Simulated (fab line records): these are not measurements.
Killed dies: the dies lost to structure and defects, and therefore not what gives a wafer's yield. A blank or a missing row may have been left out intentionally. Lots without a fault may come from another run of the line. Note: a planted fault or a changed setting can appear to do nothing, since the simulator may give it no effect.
8D (eight disciplines) problem report, filled in by code -- flow gf180mcu -- the parts of the form that need people (team, actions taken, sign-off) are left out

== 1. WHAT WENT WRONG ==
Mean NSD_RS at GF_PSD_RS_MEAS_14: 44.69 ohm/sq over 9 wafers in 3 lots; fault-free wafers: 46.14 ohm/sq, standard deviation 0.083. Relative to the usual mean, that is a shift of -18 standard deviations.
The step: measures by four-point-probe.
Earliest sighting: wafer L419.3 on filmMetro-02 at day 16 03:35. The record has a number at this step for 36 wafers belonging to 12 lots. The rule behind "out" and "out of limits": a value lying over 4 standard deviations away from the usual mean. The rest of the wafers with a number are treated as sound.

== 2. WHAT IT IS; WHAT IT IS NOT ==
question,is,is not
which readings at this step,NSD_RS,-
which lots,"L419, L420, L421","L414, L415, L416, L428, L431, L432, L433, L435, L436"
which wafers of those lots,all that have a number,-
read on which gauges,"filmMetro-02, filmMetro-03",filmMetro-04
when,from day 16 03:35,"up to then (9 sound wafers); but 18 sound wafers of L428, L431, L432, L433, L435, L436 came after"

== 3. WHAT RULES OUT EACH SUSPECT ==
Counting: a tool at any process step up to the reading remains a suspect when it ran all the lots that are out and ran no sound lot after the first of those.
- the gauge at GF_PSD_RS_MEAS_14 has been ruled out. 2 gauges (filmMetro-02, filmMetro-03) read the wafers that are out.
- implanter-03 at GF_NSD_IMPLANT_09: ruled out as a lasting fault. Following L419 (day 15 05:01), the first lot on it that is out, the sound lots L431, L436 were run on it.
Left after counting: nothing in the record.

== 4. THE CAUSE (what the simulator had put in) ==
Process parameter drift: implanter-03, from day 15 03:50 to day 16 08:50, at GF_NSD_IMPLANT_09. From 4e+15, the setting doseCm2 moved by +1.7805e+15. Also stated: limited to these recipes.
It was ruled out by counting, in error; the rule expects a fault to strike all lots run on its tool from its start on, and this fault did not.

== 5. THE EFFECT CHAIN, in route order ==
One row per reading whose mean, taken over the struck wafers that have a number, lies over 3 standard deviations from the usual. Scope: only readings with a usual standard deviation given in the record; hours: median across lots of the time from each lot's start at the first step in this table that gives one to its start at this step; sigmas: change in usual standard deviations.
hours,step,reading,usual,on struck wafers,change,sigmas
0,GF_NSD_IMPLANT_09,beamOnS,19.0 s,25.4,+6.4,+3.8
0,GF_NSD_IMPLANT_09,doseIonsCm2,4e+15,6e+15,+2e+15,+99 or more
0,GF_NSD_STRIP_11,stripTimeToEndpointS,22.99 s,23.82,+0.83,+21
23,GF_PSD_RS_MEAS_14,NSD_RS,46.14 ohm/sq,44.69,-1.45,-18
Here are the process steps it includes:
- GF_NSD_IMPLANT_09
- GF_NSD_STRIP_11: strips in O2/N2.
At these later measuring or inspecting steps, every struck wafer for which the step has a row has a number for every such reading, and none has moved that far: GF_M3_OVL_MEAS_15, GF_V3_OVL_MEAS_15, GF_M4_CD_MEAS_14.

== 6. HOW IT WOULD HAVE BEEN CAUGHT EARLIER ==
The first out-of-limits reading at a measuring or inspecting step in this record came at day 16 03:35, 24 hours after the fault's start at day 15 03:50.
Tool's own readings at GF_NSD_IMPLANT_09, doseIonsCm2: out on all struck wafers the step has rows for; an alarm limit on them would have tripped on the first.
